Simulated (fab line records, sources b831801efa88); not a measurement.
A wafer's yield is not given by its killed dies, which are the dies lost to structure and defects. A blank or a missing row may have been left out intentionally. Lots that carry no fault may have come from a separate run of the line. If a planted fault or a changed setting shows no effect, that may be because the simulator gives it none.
fab line records	flow gf180mcu
[record] lots = 24	wafers = 72	last_day = 34
route steps=602 shown M3@410 M4@457 V4@477 MIM@503
lots that met no fault: taken from a fault-free run of the same line
start_h: the number of hours between the record's first day and the start of the first shown wafer of the lot	wait_h: hours elapsed since this lot's preceding step	" same as the row above	L1.1+2: a single row standing in for several wafers	- no value present, or no start provided	* or withheld: withheld	< > ~ a bound
route shown NAME@n: NAME is a module with steps in the file, n the number in the route of the first one	usual: average and standard deviation across the fault-free wafers	same: alike in all rows	chamber/n: place in a boat	sites: each site's reading	_std_site: the standard deviation of these	_edge_site: the outer-site mean with the inner-site mean subtracted	radius_mm: for every site, how far away it sits from the centre of the wafer	mask NAME#n: copy n	behind: tool/chamber where the wafer was last shaped	hold: cause of the lot's hold/its duration in hours/its outcome	device: the n, p or np transistor that did not switch	end of line: at the end of the route, the tests of the same wafers	a step given without rows: its recipe and nothing more	killed: dies that structure and defects cost at the first sort, which is not the same as the wafer's yield	map: a wafer's dies, x killed, . not, _ none there
set.NAME: setting as actually run; set.NAME@STEP: the setting as run at that earlier step	model.NAME: the simulator's own value behind a step, which no gauge read
a sample of lots followed through the steps of the route, with each step as a table and each wafer as a row
services: the hour from which a tool's chamber was out of use, counted from the record's first day as start_h (under 0 if before that day), plus the number of hours and why
[[steps]]
[step GF_M3_SPUTTER_01]
[recipe] material = TiN	target_thk_nm = 30	power_w = 6500	time_s = 25	chamber_pressure_pa = 0.4
[usual] throttle_valve_pct = 29.4/1
[same] time_s = 25
lot.wafer	tool	chamber	start_h	wait_h	throttle_valve_pct
L074.1	pvd_sputter-04	-	464.27	0.1	30.9
L074.3	"	-	"	"	27.7
L074.5	"	-	"	"	28.0
L075.1	pvd_sputter-04	-	471.54	0.1	29.3
L075.2	"	-	"	"	31.0
L075.3	"	-	"	"	29.3
L076.1	pvd_sputter-04	-	483.93	0.1	30.9
L076.2	"	-	"	"	27.7
L076.3	"	-	"	"	29.6
L077.4	pvd_sputter-03	-	493.94	0.1	30.5
L077.5	"	-	"	"	30.6
L077.6	"	-	"	"	28.3
L078.1	pvd_sputter-02	-	502.93	0.1	30.8
L078.2	"	-	"	"	29.0
L078.5	"	-	"	"	30.8
L079.2	pvd_sputter-03	-	512.71	0.1	28.2
L079.3	"	-	"	"	30.7
L079.5	"	-	"	"	28.6
L080.1	pvd_sputter-04	-	521.35	0.1	31.0
L080.3	"	-	"	"	29.1
L080.5	"	-	"	"	29.6
L081.1	pvd_sputter-03	-	526.35	0.1	28.6
L081.2	"	-	"	"	28.0
L081.4	"	-	"	"	30.9
L082.1	pvd_sputter-03	-	538.35	0.1	30.7
L082.4	"	-	"	"	28.7
L082.5	"	-	"	"	28.5
L083.1	pvd_sputter-03	-	541.60	0.1	30.7
L083.2	"	-	"	"	28.9
L083.5	"	-	"	"	30.7
L084.2	pvd_sputter-02	-	555.19	0.1	29.5
L084.5	"	-	"	"	30.0
L084.6	"	-	"	"	30.6
L085.3	pvd_sputter-03	-	556.87	0.1	30.7
L085.4	"	-	"	"	28.0
L085.5	"	-	"	"	28.0
L086.4	pvd_sputter-03	-	578.09	0.1	27.9
L086.5	"	-	"	"	28.0
L086.6	"	-	"	"	28.8
L087.2	pvd_sputter-04	-	579.67	0.1	27.7
L087.3	"	-	"	"	29.4
L087.4	"	-	"	"	29.2
L088.1	pvd_sputter-04	-	584.35	0.1	31.0
L088.4	"	-	"	"	28.0
L088.5	"	-	"	"	29.3
L089.1	pvd_sputter-03	-	599.06	0.1	30.8
L089.4	"	-	"	"	28.7
L089.5	"	-	"	"	30.4
L090.2	pvd_sputter-02	-	601.45	0.1	28.9
L090.4	"	-	"	"	31.0
L090.6	"	-	"	"	29.9
L091.1	pvd_sputter-02	-	608.58	0.1	29.2
L091.5	"	-	"	"	30.8
L091.6	"	-	"	"	29.0
L092.3	pvd_sputter-04	-	618.28	0.1	29.5
L092.4	"	-	"	"	28.1
L092.5	"	-	"	"	29.5
L093.2	pvd_sputter-02	-	629.39	0.1	29.9
L093.4	"	-	"	"	30.7
L093.6	"	-	"	"	30.0
L094.1	pvd_sputter-04	-	631.13	0.1	31.0
L094.3	"	-	"	"	27.8
L094.4	"	-	"	"	29.2
L096.2	pvd_sputter-03	-	644.73	0.1	28.1
L096.3	"	-	"	"	30.9
L096.5	"	-	"	"	30.8
L095.1	pvd_sputter-02	-	647.54	0.1	29.1
L095.5	"	-	"	"	29.9
L095.6	"	-	"	"	30.8
L097.1	pvd_sputter-04	-	647.97	0.1	29.3
L097.3	"	-	"	"	27.9
L097.5	"	-	"	"	28.0
[step GF_M3_STRIP_17]
[recipe] chemistry = O2/N2	power_w = 1400	pressure_mtorr = 1500	platen_temp_c = 250	o2_flow_sccm = 3000	n2_flow_sccm = 300	overash_fraction = 0.5
[usual] drypump_motor_current_A = 5.6/0.5	heater_power_w = 319/25	oes_product_au = 0.539/0.0049	strip_time_to_endpoint_s = 7.40/0.047
lot.wafer	tool	chamber	start_h	wait_h	drypump_motor_current_A	heater_power_w	oes_product_au	rf_hours_counter_h	strip_time_to_endpoint_s
L074.1	plasma_asher-03	0	488.84	0.1	5.5	310	0.540	69	7.43
L074.3	"	0	"	"	5.5	304	0.538	-	7.45
L074.5	"	1	"	"	6.7	365	0.533	-	7.42
L075.1	plasma_asher-04	1	495.90	0.1	5.1	297	0.554	7	7.39
L075.2	"	0	"	"	5.4	306	0.533	7	7.42
L075.3	"	0	"	"	5.4	305	0.551	-	7.40
L076.1	plasma_asher-01	1	508.14	0.1	5.6	336	0.544	42	7.46
L076.2	"	0	"	"	5.5	325	0.543	42	7.47
L076.3	"	0	"	"	5.5	322	0.545	-	7.47
L077.4	plasma_asher-04	0	518.34	0.1	5.4	301	0.537	-	7.32
L077.5	"	1	"	"	5.1	284	0.533	-	7.37
L077.6	"	0	"	"	5.4	308	0.533	-	7.32
L078.1	plasma_asher-04	1	526.06	0.1	5.1	282	0.543	10	7.40
L078.2	"	0	"	"	5.4	302	0.546	10	7.44
L078.5	"	1	"	"	5.1	288	0.540	-	7.40
L079.2	plasma_asher-01	0	536.22	0.2	5.5	327	0.546	45	7.44
L079.3	"	0	"	"	5.6	323	0.541	-	7.42
L079.5	"	1	"	"	5.6	333	0.547	-	7.44
L080.1	plasma_asher-03	1	544.44	0.1	6.7	365	0.536	75	7.32
L080.3	"	1	"	"	6.6	361	0.541	-	7.36
L080.5	"	1	"	"	6.7	362	0.536	-	7.41
L081.1	plasma_asher-04	1	549.19	0.1	5.1	289	0.543	13	7.43
L081.2	"	0	"	"	5.4	311	0.540	13	7.41
L081.4	"	0	"	"	5.4	306	0.535	-	7.37
L082.1	plasma_asher-03	1	561.05	0.1	6.7	363	0.542	77	7.38
L082.4	"	1	"	"	6.7	365	0.535	-	7.42
L082.5	"	1	"	"	6.7	361	0.536	-	7.41
L083.1	plasma_asher-03	0	563.71	0.1	5.5	311	0.533	77	7.37
L083.2	"	1	"	"	6.6	366	0.536	77	7.33
L083.5	"	0	"	"	5.4	303	0.533	-	7.38
L084.2	plasma_asher-03	0	577.19	0.1	5.5	302	0.536	78	7.37
L084.5	"	1	"	"	6.7	371	0.539	-	7.39
L084.6	"	0	"	"	5.5	305	0.545	-	7.36
L085.3	plasma_asher-04	1	579.17	0.1	5.1	291	0.542	-	7.43
L085.4	"	0	"	"	5.4	308	0.541	-	7.35
L085.5	"	1	"	"	5.1	280	0.544	-	7.39
L086.4	plasma_asher-01	0	599.60	0.1	5.5	318	0.543	-	7.39
L086.5	"	0	"	"	5.6	319	0.532	-	7.39
L086.6	"	1	"	"	5.6	329	0.535	-	7.41
L087.2	plasma_asher-03	1	600.87	0.1	6.7	366	0.543	81	7.42
L087.3	"	1	"	"	6.7	363	0.543	-	7.39
L087.4	"	0	"	"	5.5	312	0.545	-	7.39
L088.1	plasma_asher-01	1	605.65	0.1	5.6	331	0.541	52	7.47
L088.4	"	1	"	"	5.6	332	0.540	-	7.44
L088.5	"	0	"	"	5.6	330	0.545	-	7.45
L089.1	plasma_asher-04	1	620.64	0.1	5.1	290	0.535	21	7.43
L089.4	"	0	"	"	5.4	304	0.536	-	7.42
L089.5	"	0	"	"	5.4	296	0.537	-	7.40
L090.2	plasma_asher-04	1	622.34	0.1	5.1	283	0.534	21	7.42
L090.4	"	1	"	"	5.1	283	0.540	-	7.42
L090.6	"	1	"	"	5.1	296	0.536	-	7.43
L091.1	plasma_asher-03	0	629.29	0.1	5.4	305	0.542	83	7.38
L091.5	"	0	"	"	5.5	306	0.527	-	7.33
L091.6	"	1	"	"	6.7	361	0.540	-	7.39
L092.3	plasma_asher-04	0	638.82	0.1	5.4	310	0.538	-	7.40
L092.4	"	1	"	"	5.1	285	0.538	-	7.43
L092.5	"	1	"	"	5.1	295	0.527	-	7.43
L093.2	plasma_asher-04	1	649.77	0.2	5.1	291	0.537	24	7.36
L093.4	"	0	"	"	5.4	305	0.537	-	7.35
L093.6	"	0	"	"	5.4	300	0.536	-	7.37
L094.1	plasma_asher-01	1	651.67	0.2	5.6	328	0.535	57	7.29
L094.3	"	1	"	"	5.6	327	0.535	-	7.32
L094.4	"	0	"	"	5.5	330	0.532	-	7.33
L096.2	plasma_asher-01	0	664.83	0.2	5.5	322	0.541	59	7.34
L096.3	"	1	"	"	5.6	328	0.533	-	7.40
L096.5	"	1	"	"	5.6	334	0.540	-	7.38
L095.1	plasma_asher-01	1	666.70	0.1	5.6	330	0.531	59	7.46
L095.5	"	1	"	"	5.6	328	0.543	-	7.48
L095.6	"	0	"	"	5.5	312	0.546	-	7.48
L097.1	plasma_asher-03	0	667.54	0.2	5.4	316	0.538	87	7.32
L097.3	"	1	"	"	6.7	370	0.544	-	7.40
L097.5	"	1	"	"	6.7	365	0.540	-	7.36
[step GF_M4_SPUTTER_01]
[recipe] material = TiN	target_thk_nm = 30	power_w = 6500	time_s = 25	chamber_pressure_pa = 0.4
[usual] throttle_valve_pct = 29.5/1.1
[same] time_s = 25
lot.wafer	tool	chamber	start_h	wait_h	throttle_valve_pct
L074.1	pvd_sputter-03	-	514.73	0.1	27.9
L074.3	"	-	"	"	30.3
L074.5	"	-	"	"	28.7
L075.1	pvd_sputter-01	-	521.24	0.1	29.3
L075.2	"	-	"	"	30.4
L075.3	"	-	"	"	30.6
L076.1	pvd_sputter-03	-	533.76	0.1	28.9
L076.2	"	-	"	"	30.6
L076.3	"	-	"	"	28.2
L077.4	pvd_sputter-01	-	544.84	0.1	28.2
L077.5	"	-	"	"	28.3
L077.6	"	-	"	"	31.1
L078.1	pvd_sputter-03	-	551.81	0.1	30.6
L078.2	"	-	"	"	27.9
L078.5	"	-	"	"	28.2
L079.2	pvd_sputter-04	-	561.13	0.1	29.4
L079.3	"	-	"	"	31.3
L079.5	"	-	"	"	29.4
L080.1	pvd_sputter-03	-	569.46	0.1	28.8
L080.3	"	-	"	"	30.6
L080.5	"	-	"	"	28.7
L081.1	pvd_sputter-04	-	573.51	0.1	29.5
L081.2	"	-	"	"	29.5
L081.4	"	-	"	"	29.2
L082.1	pvd_sputter-04	-	586.32	0.1	29.8
L082.4	"	-	"	"	27.5
L082.5	"	-	"	"	30.8
L083.1	pvd_sputter-01	-	587.69	0.1	31.1
L083.2	"	-	"	"	30.2
L083.5	"	-	"	"	31.0
L084.2	pvd_sputter-01	-	600.80	0.1	28.4
L084.5	"	-	"	"	29.7
L084.6	"	-	"	"	30.4
L085.3	pvd_sputter-04	-	603.14	0.1	29.5
L085.4	"	-	"	"	31.0
L085.5	"	-	"	"	27.8
L086.4	pvd_sputter-01	-	622.33	0.1	30.8
L086.5	"	-	"	"	28.6
L086.6	"	-	"	"	30.5
L087.2	pvd_sputter-04	-	623.96	0.1	29.3
L087.3	"	-	"	"	29.5
L087.4	"	-	"	"	27.7
L088.1	pvd_sputter-03	-	628.74	0.1	30.5
L088.4	"	-	"	"	30.7
L088.5	"	-	"	"	28.2
L089.1	pvd_sputter-01	-	642.91	0.1	29.8
L089.4	"	-	"	"	30.4
L089.5	"	-	"	"	29.5
L090.2	pvd_sputter-04	-	645.53	0.1	31.0
L090.4	"	-	"	"	29.4
L090.6	"	-	"	"	30.7
L091.1	pvd_sputter-04	-	652.04	0.1	29.4
L091.5	"	-	"	"	27.7
L091.6	"	-	"	"	29.4
L092.3	pvd_sputter-04	-	661.28	0.1	30.9
L092.4	"	-	"	"	29.5
L092.5	"	-	"	"	30.9
L093.2	pvd_sputter-01	-	671.01	0.1	31.0
L093.4	"	-	"	"	28.3
L093.6	"	-	"	"	29.4
L094.1	pvd_sputter-04	-	673.34	0.1	29.3
L094.3	"	-	"	"	28.1
L094.4	"	-	"	"	31.0
L096.2	pvd_sputter-04	-	686.84	0.1	29.7
L096.3	"	-	"	"	31.1
L096.5	"	-	"	"	29.3
L095.1	pvd_sputter-01	-	688.60	0.1	28.4
L095.5	"	-	"	"	28.3
L095.6	"	-	"	"	31.0
L097.1	pvd_sputter-01	-	689.60	0.1	30.9
L097.3	"	-	"	"	30.4
L097.5	"	-	"	"	30.9
[step GF_V4_THK_MEAS_01]
[recipe] reads = SiO2_of_V4_CVD_00
[usual] V4_CVD_00_THK = 604/8.5
lot.wafer	tool	chamber	start_h	wait_h	V4_CVD_00_THK[nm]
L074.1	film_metro-01	-	538.22	0.0	604
L074.3	"	-	"	"	609
L074.5	"	-	"	"	604
L075.1	film_metro-04	-	545.00	0.0	597
L075.2	"	-	"	"	600
L075.3	"	-	"	"	600
L076.1	film_metro-01	-	556.71	0.0	597
L076.2	"	-	"	"	593
L076.3	"	-	"	"	609
L077.4	film_metro-01	-	567.90	0.0	598
L077.5	"	-	"	"	599
L077.6	"	-	"	"	606
L078.1	film_metro-04	-	574.85	0.0	596
L078.2	"	-	"	"	594
L078.5	"	-	"	"	600
L079.2	film_metro-04	-	583.96	0.0	614
L079.3	"	-	"	"	620
L079.5	"	-	"	"	608
L080.1	film_metro-04	-	592.45	0.0	610
L080.3	"	-	"	"	607
L080.5	"	-	"	"	604
L081.1	film_metro-04	-	596.14	0.0	597
L081.2	"	-	"	"	589
L081.4	"	-	"	"	594
L082.1	film_metro-02	-	608.72	0.0	610
L082.4	"	-	"	"	613
L082.5	"	-	"	"	608
L083.1	film_metro-02	-	610.32	0.0	616
L083.2	"	-	"	"	610
L083.5	"	-	"	"	616
L084.2	film_metro-01	-	621.98	0.0	606
L084.5	"	-	"	"	603
L084.6	"	-	"	"	593
L085.3	film_metro-01	-	624.96	0.1	617
L085.4	"	-	"	"	614
L085.5	"	-	"	"	605
L086.4	film_metro-01	-	643.46	0.0	615
L086.5	"	-	"	"	612
L086.6	"	-	"	"	612
L087.2	film_metro-02	-	645.08	0.0	592
L087.3	"	-	"	"	595
L087.4	"	-	"	"	601
L088.1	film_metro-01	-	649.73	0.0	597
L088.4	"	-	"	"	600
L088.5	"	-	"	"	598
L089.1	film_metro-02	-	663.41	0.0	619
L089.4	"	-	"	"	616
L089.5	"	-	"	"	612
L090.2	film_metro-02	-	666.70	0.0	612
L090.4	"	-	"	"	606
L090.6	"	-	"	"	612
L091.1	film_metro-01	-	672.43	0.0	595
L091.5	"	-	"	"	593
L091.6	"	-	"	"	589
L092.3	film_metro-02	-	681.16	0.1	603
L092.4	"	-	"	"	611
L092.5	"	-	"	"	610
L093.2	film_metro-02	-	691.26	0.1	597
L093.4	"	-	"	"	595
L093.6	"	-	"	"	598
L094.1	film_metro-04	-	694.04	0.0	594
L094.3	"	-	"	"	592
L094.4	"	-	"	"	602
L096.2	film_metro-01	-	706.07	0.0	594
L096.3	"	-	"	"	593
L096.5	"	-	"	"	601
L095.1	film_metro-02	-	707.63	0.0	604
L095.5	"	-	"	"	607
L095.6	"	-	"	"	602
L097.1	film_metro-04	-	708.58	0.0	595
L097.3	"	-	"	"	598
L097.5	"	-	"	"	600
[step GF_V4_BOW_MEAS_05]
[recipe] mode = bow
[usual] V4_BOW = 134/9.3
lot.wafer	tool	chamber	start_h	wait_h	V4_BOW[um]
L074.1	film_metro-04	-	538.85	0.1	137
L074.3	"	-	"	"	134
L074.5	"	-	"	"	132
L075.1	film_metro-04	-	545.49	0.2	132
L075.2	"	-	"	"	127
L075.3	"	-	"	"	140
L076.1	film_metro-01	-	557.37	0.1	135
L076.2	"	-	"	"	132
L076.3	"	-	"	"	131
L077.4	film_metro-01	-	568.42	0.3	128
L077.5	"	-	"	"	126
L077.6	"	-	"	"	137
L078.1	film_metro-01	-	575.34	0.2	139
L078.2	"	-	"	"	142
L078.5	"	-	"	"	153
L079.2	film_metro-02	-	584.87	0.1	121
L079.3	"	-	"	"	134
L079.5	"	-	"	"	130
L080.1	film_metro-04	-	592.94	0.1	131
L080.3	"	-	"	"	142
L080.5	"	-	"	"	142
L081.1	film_metro-01	-	596.63	0.1	129
L081.2	"	-	"	"	127
L081.4	"	-	"	"	121
L082.1	film_metro-04	-	609.21	0.1	141
L082.4	"	-	"	"	147
L082.5	"	-	"	"	137
L083.1	film_metro-02	-	610.81	0.2	137
L083.2	"	-	"	"	127
L083.5	"	-	"	"	143
L084.2	film_metro-02	-	622.48	0.1	136
L084.5	"	-	"	"	136
L084.6	"	-	"	"	131
L085.3	film_metro-01	-	625.47	0.2	118
L085.4	"	-	"	"	132
L085.5	"	-	"	"	134
L086.4	film_metro-01	-	643.98	0.2	138
L086.5	"	-	"	"	138
L086.6	"	-	"	"	148
L087.2	film_metro-01	-	645.58	0.2	141
L087.3	"	-	"	"	119
L087.4	"	-	"	"	136
L088.1	film_metro-02	-	650.21	0.2	145
L088.4	"	-	"	"	135
L088.5	"	-	"	"	140
L089.1	film_metro-01	-	663.90	0.1	140
L089.4	"	-	"	"	149
L089.5	"	-	"	"	138
L090.2	film_metro-01	-	667.20	0.1	140
L090.4	"	-	"	"	129
L090.6	"	-	"	"	136
L091.1	film_metro-01	-	672.92	0.2	120
L091.5	"	-	"	"	116
L091.6	"	-	"	"	117
L092.3	film_metro-02	-	681.67	0.3	120
L092.4	"	-	"	"	135
L092.5	"	-	"	"	132
L093.2	film_metro-04	-	691.77	0.2	127
L093.4	"	-	"	"	129
L093.6	"	-	"	"	122
L094.1	film_metro-02	-	694.80	0.1	143
L094.3	"	-	"	"	140
L094.4	"	-	"	"	135
L096.2	film_metro-02	-	706.57	0.1	131
L096.3	"	-	"	"	129
L096.5	"	-	"	"	124
L095.1	film_metro-04	-	708.12	0.2	128
L095.5	"	-	"	"	127
L095.6	"	-	"	"	138
L097.1	film_metro-04	-	709.07	0.1	127
L097.3	"	-	"	"	121
L097.5	"	-	"	"	132
[step GF_MIM_SPUTTER_00]
[recipe] material = Ti	target_thk_nm = 37.5	arriving_ion_energy_ev = 80	substrate_temp_c = 200	chamber_pressure_pa = 2	power_w = 4000	time_s = 150
[usual] throttle_valve_pct = 29.5/0.97
[same] time_s = 150
lot.wafer	tool	chamber	start_h	wait_h	throttle_valve_pct
L074.1	pvd_sputter-04	-	562.45	0.2	30.7
L074.3	"	-	"	"	29.7
L074.5	"	-	"	"	29.8
L075.1	pvd_sputter-02	-	569.00	0.1	29.3
L075.2	"	-	"	"	29.2
L075.3	"	-	"	"	29.8
L076.1	pvd_sputter-04	-	581.60	0.1	29.4
L076.2	"	-	"	"	27.9
L076.3	"	-	"	"	29.3
L077.4	pvd_sputter-03	-	591.85	0.2	30.8
L077.5	"	-	"	"	28.1
L077.6	"	-	"	"	30.4
L078.1	pvd_sputter-03	-	597.90	0.2	30.5
L078.2	"	-	"	"	30.6
L078.5	"	-	"	"	30.8
L079.2	pvd_sputter-02	-	607.73	0.2	30.9
L079.3	"	-	"	"	29.3
L079.5	"	-	"	"	30.7
L080.1	pvd_sputter-04	-	615.85	0.1	29.3
L080.3	"	-	"	"	31.2
L080.5	"	-	"	"	29.5
L081.1	pvd_sputter-03	-	619.15	0.1	30.2
L081.2	"	-	"	"	28.5
L081.4	"	-	"	"	30.8
L082.1	pvd_sputter-03	-	631.44	0.1	30.7
L082.4	"	-	"	"	28.0
L082.5	"	-	"	"	28.1
L083.1	pvd_sputter-04	-	632.44	0.1	28.0
L083.2	"	-	"	"	29.3
L083.5	"	-	"	"	27.9
L084.2	pvd_sputter-03	-	643.81	0.1	30.8
L084.5	"	-	"	"	28.1
L084.6	"	-	"	"	30.2
L085.3	pvd_sputter-03	-	646.71	0.1	30.4
L085.4	"	-	"	"	30.6
L085.5	"	-	"	"	30.4
L086.4	pvd_sputter-04	-	665.55	0.1	31.0
L086.5	"	-	"	"	28.0
L086.6	"	-	"	"	29.5
L087.2	pvd_sputter-04	-	667.46	0.2	29.4
L087.3	"	-	"	"	28.1
L087.4	"	-	"	"	30.6
L088.1	pvd_sputter-04	-	670.76	0.2	29.6
L088.4	"	-	"	"	28.0
L088.5	"	-	"	"	29.6
L089.1	pvd_sputter-04	-	684.81	0.2	29.4
L089.4	"	-	"	"	29.3
L089.5	"	-	"	"	30.9
L090.2	pvd_sputter-02	-	687.58	0.2	29.0
L090.4	"	-	"	"	30.7
L090.6	"	-	"	"	29.9
L091.1	pvd_sputter-04	-	693.15	0.2	29.2
L091.5	"	-	"	"	29.5
L091.6	"	-	"	"	30.9
L092.3	pvd_sputter-03	-	702.39	0.2	30.5
L092.4	"	-	"	"	28.6
L092.5	"	-	"	"	28.3
L093.2	pvd_sputter-02	-	711.61	0.1	30.7
L093.4	"	-	"	"	29.2
L093.6	"	-	"	"	31.0
L094.1	pvd_sputter-04	-	714.13	0.1	29.4
L094.3	"	-	"	"	28.2
L094.4	"	-	"	"	29.5
L096.2	pvd_sputter-02	-	726.24	0.2	30.2
L096.3	"	-	"	"	30.9
L096.5	"	-	"	"	30.7
L095.1	pvd_sputter-03	-	727.79	0.1	30.6
L095.5	"	-	"	"	30.6
L095.6	"	-	"	"	31.0
L097.1	pvd_sputter-03	-	728.21	0.1	30.6
L097.3	"	-	"	"	28.7
L097.5	"	-	"	"	28.1
[[services]]
tool	chamber	start_h	hours	kind
pvd_sputter-03	-	445.67	4.9	repair
pvd_sputter-01	-	458.66	5.6	repair
pvd_sputter-02	-	475.66	2.4	repair
pvd_sputter-01	-	478.68	2.0	repair
pvd_sputter-02	-	479.80	1.9	repair
pvd_sputter-02	-	490.24	11.6	repair
pvd_sputter-01	-	490.63	29.3	repair
pvd_sputter-02	-	493.61	2.9	repair
pvd_sputter-04	-	496.23	25.0	repair
pvd_sputter-03	0	502.95	-	consumable_replace:kit
pvd_sputter-02	-	509.66	1.7	repair
pvd_sputter-02	-	529.79	2.6	repair
pvd_sputter-04	2	565.78	-	consumable_replace:kit
pvd_sputter-04	2	565.78	18.0	scheduled_down
pvd_sputter-04	2	565.78	18.0	vent_cycle
pvd_sputter-01	-	573.15	4.4	repair
plasma_asher-03	-	615.71	10.0	repair
plasma_asher-01	-	629.21	0.7	repair
pvd_sputter-03	-	678.57	12.1	repair
pvd_sputter-04	1	679.03	-	consumable_replace:kit
pvd_sputter-04	1	679.03	18.0	scheduled_down
pvd_sputter-04	1	679.03	18.0	vent_cycle
pvd_sputter-04	-	704.90	4.4	repair
pvd_sputter-04	-	721.27	3.7	repair
[[key]]
fault none
